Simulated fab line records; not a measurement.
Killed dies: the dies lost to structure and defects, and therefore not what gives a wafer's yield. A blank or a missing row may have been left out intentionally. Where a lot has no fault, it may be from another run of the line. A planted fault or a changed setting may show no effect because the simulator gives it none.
A lot that was struck, set against a sound lot + flow sky130 + 17 out of 708 route steps
Sound: these wafers, L711.1, L711.3, L711.4. Struck: wafers L719.3, L719.6 (left out: L719.2, a lot-mate that was not struck); the cause follows at the end.
Each step with rows lists, per side, the tool, then ch with its chambers, then its first start. Under that, the readings that differ: sound wafers + struck wafers + difference of the means + sigmas: that difference in standard deviations of wafers without a fault.
alike: same words and numbers on both sides, and readings whose means sit less than 2 such deviations apart. not compared: any withheld reading, any reading some wafer has no value for, any bound like >300 that may hide the same value, and any number with overlapping values for which the record gives no deviation.
The two part at a step that has a row with sigmas, a row that says differs or no value, or rows on one side only. Non-overlapping numbers with no deviation appear without sigmas and do not part them. A reading missing from all wafers of one side parts the sides only when that side holds two or more wafers.

SKY_SPACER_THK_MEAS_01:
  struck on film-metro-02, day 29 21:30; sound on film-metro-02, day 26 23:43
  alike: SPACER_CVD_00_THK
SKY_SPACER_ETCHBACK_02: etches Si3N4 in CH3F/O2, stops on SiO2, time 46.7 s, target depth 45 nm.
  sound on rie-diel-01 ch 2,3, day 26 23:46; struck on rie-diel-01 ch 1, day 29 21:33
  alike: drypump-motor-current-A, oes-product-au, throttle-valve-pct
  not compared: rf-hours-counter-h
then, 8 steps without rows for these wafers: SKY_POLY_CUT_DEHYDRATE_00 (time 60 s); SKY_POLY_CUT_HMDS_01 (prime time 60 s); SKY_POLY_CUT_COAT_02 (resist thk 60 nm); SKY_POLY_CUT_COAT_03 (resist thk 450 nm); SKY_POLY_CUT_SOFTBAKE_04 (time 90 s); SKY_POLY_CUT_EXPOSE_05 (exposes mask NPCM, target cd 270 nm); SKY_POLY_CUT_PEB_06; SKY_POLY_CUT_DEVELOP_07 (develop time 60 s).
SKY_POLY_CUT_CD_MEAS_08: the cd target is 270 nm.
  struck on cd-sem-01, day 31 01:22; sound on cd-sem-02, day 28 04:50
  alike: cd-nm
SKY_POLY_CUT_OVL_MEAS_09:
  struck on overlay-01, day 31 01:28; sound on overlay-02, day 28 04:58
  alike: POLY_CUT_OVL
SKY_POLY_CUT_ETCH_10: etches BARC in N2/H2, stops on SiO2, time 45.9 s, target depth 60 nm.
  sound on rie-diel-04 ch 0,1,2, day 28 05:00; struck on rie-diel-04 ch 0,1, day 31 01:30
| reading                                         | sound             | struck      | difference | sigmas |
|-------------------------------------------------|-------------------|-------------|------------|--------|
| model.KrF-thick_of_POLY_CUT_COAT_03.thk-nm (nm) | 409.8 410.6 410.4 | 415.9 416.2 | +5.8       |        |
  alike: drypump-motor-current-A, oes-product-au, throttle-valve-pct
  not compared: rf-hours-counter-h
SKY_POLY_CUT_ETCH_11: etches Si3N4 in CF4/CH2F2/Ar, stops on poly-Si, time 42.5 s, target depth 60 nm.
  sound on rie-diel-04 ch 0,1,2, day 28 05:02; struck on rie-diel-04 ch 0,1, day 31 01:32
  alike: drypump-motor-current-A, oes-product-au, throttle-valve-pct
  not compared: rf-hours-counter-h
SKY_POLY_CUT_STRIP_12: strips in O2/N2.
  sound on plasma-asher-03 ch 0,1, day 28 05:05; struck on plasma-asher-04 ch 0, day 31 01:35
| reading                      | sound             | struck      | difference | sigmas |
|------------------------------|-------------------|-------------|------------|--------|
| strip-time-to-endpoint-s (s) | 5.373 5.380 5.373 | 5.439 5.434 | +0.061     | +4     |
  alike: drypump-motor-current-A, oes-product-au
  not compared: rf-hours-counter-h
then, 1 step without rows for these wafers: SKY_SD_P_DEHYDRATE_00 (time 60 s).
-- a jump in the record: the struck wafers' starts before and after are 19 days apart (it breaks off in module SD_P and resumes in module PAD_OPEN, where the first step shown is number 708 of the route) --
SKY_PAD_OPEN_PROBE_99:
  record: rows for the struck wafers here (prober-02, day 50 09:22), none for the sound ones

## WHERE THEY PART
Earliest at SKY_POLY_CUT_STRIP_12; latest, in this record, at SKY_PAD_OPEN_PROBE_99.

WHY: what had been put in by the simulator
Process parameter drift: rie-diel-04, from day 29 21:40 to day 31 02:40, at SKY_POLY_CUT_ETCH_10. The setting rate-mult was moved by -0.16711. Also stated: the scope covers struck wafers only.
